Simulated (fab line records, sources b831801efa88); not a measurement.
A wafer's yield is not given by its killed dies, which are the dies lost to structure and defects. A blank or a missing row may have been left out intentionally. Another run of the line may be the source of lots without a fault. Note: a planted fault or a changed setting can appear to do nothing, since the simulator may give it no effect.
A lot that was struck, set against a sound lot | flow gf180mcu | 17 out of 602 route steps
Sound: the wafers L496.2, L496.4, L496.6. Wafers struck: L510.1, L510.3, L510.4. The cause is given at the end.
Per side, at each step with rows, come the tool, then ch with its chambers, and then its first start. Under that, the readings that differ: sound wafers | struck wafers | difference of the means | sigmas: that difference in standard deviations of wafers without a fault.
alike: words and numbers the same on both sides, and readings whose means are apart by under 2 such deviations; not compared: readings that were withheld, readings missing a value for some wafer, numbers with overlapping values and no deviation given by the record, and bounds like >300 which may hide the same value.
A row with sigmas, a row that says differs or no value, or rows on one side alone: a step with any of these is where the two part. Numbers that have no deviation but don't overlap get no sigmas and don't part them. A reading that every wafer of one side lacks parts them only if that side has two wafers or more.

first, 3 steps without rows for these wafers: GF_V3_EXPOSE_11 (exposes mask Via3, target cd 260 nm); GF_V3_PEB_12 (peb time 90 s); GF_V3_DEVELOP_13 (develop time 60 s).
GF_V3_CD_MEAS_14: the cd target is 260 nm.
  sound on cdSem-01, day 23 22:50; struck on cdSem-02, day 28 09:16
  alike: cdNm
GF_V3_OVL_MEAS_15:
  sound on overlay-01, day 23 22:56; struck on overlay-01, day 28 09:23
  alike: V3_OVL
GF_V3_ETCH_16: etches BARC in N2/H2.
  sound on rieDiel-03 ch 0,1,3, day 23 22:58; struck on rieDiel-04 ch 1,2,3, day 28 09:25
  alike: drypumpMotorCurrentA, h2FlowSccm, oesProductAu, throttleValvePct
GF_V3_ETCH_17: etches SiO2 in C4F8/O2/Ar, stops on TiN, target depth 635 nm.
  sound on rieDiel-03 ch 0,1,3; struck on rieDiel-04 ch 1,2,3
  alike: oesProductAu
GF_V3_STRIP_18: strips in O2/N2.
  sound on plasmaAsher-03 ch 0,1, day 23 23:06; struck on plasmaAsher-02 ch 0,1, day 28 09:33
  alike: drypumpMotorCurrentA, heaterPowerW, oesProductAu
  not compared: rfHoursCounterH
then, 2 steps without rows for these wafers: GF_V3_STRIP_19 (strips in post etch residue remover, time 1200 s); GF_V3_CLEAN_20 (cleans in DIW).
GF_V3_SPUTTER_21: material Ti, target thk 15 nm, time 80.02 s.
  sound on pvdSputter-03, day 23 23:39; struck on pvdSputter-01, day 28 10:05
  alike: cathodeDcPowerW, throttleValvePct
GF_V3_SPUTTER_22: material TiN, target thk 10 nm, time 40 s.
  sound on pvdSputter-03, day 23 23:43; struck on pvdSputter-01, day 28 10:09
  alike: cathodeDcPowerW, throttleValvePct
GF_V3_CVD_23: deposits W, target thk 350 nm, time 104.9 s.
  sound on cvdW-01 ch 0,1, day 23 23:45; struck on cvdW-02 ch 0,1, day 28 10:11
  no value came back on the struck wafers for chamberPressureTorr (Torr), heaterPowerOuterW (W), heaterPowerW (W); on the sound wafers chamberPressureTorr (Torr) reads 40.11 40.01 40.11
GF_V3_RS_MEAS_24: measurement is done with a four-point probe.
  sound on filmMetro-02, day 23 23:53; struck on filmMetro-04, day 28 10:18
reading          | sound             | struck               | difference | sigmas
V3_W_RS (ohm/sq) | 0.329 0.333 0.331 | 44.146 44.068 44.009 | +43.743    | +99 or more
GF_V3_THK_MEAS_25: measures by xrf.
  sound on filmMetro-02, day 23 23:59; struck on filmMetro-04, day 28 10:25
  not compared: V3_W_THK
GF_V3_CMP_26: polishes, stops on SiO2, t overpolish 15 s, target thk 0 nm.
  sound on cmp-01 ch 0,1,2, day 24 00:08; struck on cmp-02 ch 0,1,3, day 28 10:29
reading             | sound    | struck | difference | sigmas
timeToEndpointS (s) | 89 80 84 | 4 3 0  | -82        | -26
  alike: headPressurePsi, motorCurrentA, slurryFilterDpKPa
-- the record jumps here: 6 days lie between the struck wafers' starts before and after (it left off in module V3 and takes up again in module PASSIVATION, whose first step shown is number 602 of the route) --
GF_PASSIVATION_PROBE_99:
  only the struck wafers here have rows in the record (prober-01, day 34 00:05); the sound ones have none

== WHERE THEY PART ==
Last at GF_PASSIVATION_PROBE_99 as far as this record goes, first at GF_V3_CVD_23.

WHY: what had been put in by the simulator
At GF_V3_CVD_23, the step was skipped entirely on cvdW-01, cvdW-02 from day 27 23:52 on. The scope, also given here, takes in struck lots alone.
